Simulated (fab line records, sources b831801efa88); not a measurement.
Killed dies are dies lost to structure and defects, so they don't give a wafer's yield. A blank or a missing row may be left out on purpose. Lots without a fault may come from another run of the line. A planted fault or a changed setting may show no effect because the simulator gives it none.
One fault seen from 2 desks | flow sky130 | each desk has only its own numbers; what lay behind them comes last

THE TOOL OWNER'S DESK: rie_si-01
The tool's own readings at SKY_FIELD_ISO_ETCH_17 (etches Si in HBr/Cl2/O2, target depth 342 nm, time 97.7 s): means of the sampled wafers that have a number, for each lot that ran on this tool. A lot is out of limits, marked OUT, if its mean lies more than 4 standard deviations from the usual mean; the brackets give that distance.
Columns: A = drypump_motor_current_A at SKY_FIELD_ISO_ETCH_17, usual 5.8 A; B = oes_product_au at SKY_FIELD_ISO_ETCH_17, usual 1.004 a.u.; C = rf_fwd_power_W at SKY_FIELD_ISO_ETCH_17, usual 596.5 W; D = throttle_valve_pct at SKY_FIELD_ISO_ETCH_17, usual 25.654 %
lot  | first seen here | A   | B                | C               | D
L792 | day 2 09:08     | 5.7 | 1.001            | 598.0           | 25.650
L794 | day 2 14:38     | 5.8 | 0.988            | 597.8           | 25.654
L795 | day 2 22:52     | 5.8 | 1.010            | 598.7           | 25.643
L799 | day 3 17:53     | 5.6 | 1.007            | 596.7           | 25.649
L800 | day 3 22:41     | 5.2 | 1.005            | 596.3           | 25.649
L803 | day 4 13:32     | 5.8 | 1.009            | 595.5           | 25.659
L807 | day 5 12:38     | 5.8 | 1.003            | 595.8           | 25.655
L809 | day 5 21:31     | 5.2 | 1.056 (+4.8) OUT | 691.1 (+45) OUT | 25.622
L811 | day 6 07:53     | 5.6 | 1.031            | 693.4 (+46) OUT | 25.637
This desk's finding: out of limits on L809, L811; first on L809, day 5 21:31 (oes_product_au at SKY_FIELD_ISO_ETCH_17). In limits: L792, L794, L795, L799, L800, L803, L807.

THE METROLOGY DESK
What the gauges read, lot by lot, whatever tool the lot ran on: means of the sampled wafers that have a number. A lot is out of limits, marked OUT, if its mean lies more than 4 standard deviations from the usual mean; the brackets give that distance.
Columns: A = VIA1_OVL at SKY_VIA1_OVL_MEAS_13, usual 0 nm; B = METAL2_ALCU_THK at SKY_METAL2_THK_MEAS_06, usual 247 nm
lot  | first seen here | A  | B
L792 | day 34 06:28    | 2  | 250
L793 | day 34 19:01    | -5 | 243
L794 | day 35 03:47    | 4  | 249
L795 | day 35 12:21    | 6  | 252
L796 | day 35 16:10    | -8 | 245
L798 | day 36 07:53    | -8 | 254
L799 | day 36 11:35    | -1 | 250
L800 | day 36 19:22    | 1  | 254
L802 | day 37 08:05    | 3  | 245
L803 | day 37 17:02    | -7 | 245
L807 | day 39 00:35    | 8  | 247
L809 | day 39 10:17    | -1 | 242
L811 | day 40 06:11    | -4 | 247
This desk's finding: nothing out of limits on any of the 13 lots.

PUT TOGETHER
The tool owner's desk could have raised an alarm at day 5 21:31, on L809, L811.
The metrology desk saw nothing out of limits.
The metrology desk has L809, L811 on record, within its limits.
Of the lots named, all ran SKY_FIELD_ISO_ETCH_17 on rie_si-01.

WHAT THE SIMULATOR HAD PUT IN
Process parameter drift: rie_si-01, from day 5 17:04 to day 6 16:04, at SKY_FIELD_ISO_ETCH_17. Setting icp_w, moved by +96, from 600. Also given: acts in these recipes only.
Lots struck among those shown: L809, L811.
Hours from the fault's start to each desk's first reading out of limits: the tool owner's desk, 4.
